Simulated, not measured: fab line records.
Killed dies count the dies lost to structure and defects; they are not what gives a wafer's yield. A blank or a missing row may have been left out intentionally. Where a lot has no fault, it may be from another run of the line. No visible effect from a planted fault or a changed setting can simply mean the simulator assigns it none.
The tool behind it: which one? / flow sky130 / at 1 step of a route of 708, 6 lots with 18 wafers sampled

## WHAT THE GAUGES READ, wafer by wafer
SKY_LDD_P_OVL_MEAS_08.
lot=L777; measured=day 19 16:18; on=overlay-01; LDD_P_OVL (nm)=-0.3 0.8 0.6
lot=L785; measured=day 22 22:59; on=overlay-01; LDD_P_OVL (nm)=-0.3 -0.4 -0.4
lot=L788; measured=day 23 19:57; on=overlay-01; LDD_P_OVL (nm)=-0.5 -3.4 -1.3
lot=L790; measured=day 24 22:19; on=overlay-02; LDD_P_OVL (nm)=2.2 1.3 1.0
lot=L793; measured=day 25 10:31; on=overlay-02; LDD_P_OVL (nm)=2.1 0.5 0.4
lot=L798; measured=day 27 01:16; on=overlay-01; LDD_P_OVL (nm)=-2.3 -0.8 -1.2

## EACH LOT AND THE TOOL THAT RAN IT (in order: tool; ch and the chambers of the sampled wafers; start)
The record shows no process step preceding these readings.

## THE ANSWER, worked out from the rows above alone
Rule: the lots themselves supply what counts as usual. Put in order of their means at a reading, lots are off if they are a third of the lots or fewer, leave a main group of 4 or more, and stand apart from it by a gap of 3 or more times the standard deviation of the main group's means; of several such gaps the widest counts. The tables above print the reading to a certain number of digits; a main group whose means all agree to those digits is not used. Also off: a lot with no number at a reading for which 4 or more lots have one. The other lots that the step has rows for count as sound.
No lot is off at any reading shown: from this, nothing can be told.

## WHAT WAS PUT IN BY THE SIMULATOR
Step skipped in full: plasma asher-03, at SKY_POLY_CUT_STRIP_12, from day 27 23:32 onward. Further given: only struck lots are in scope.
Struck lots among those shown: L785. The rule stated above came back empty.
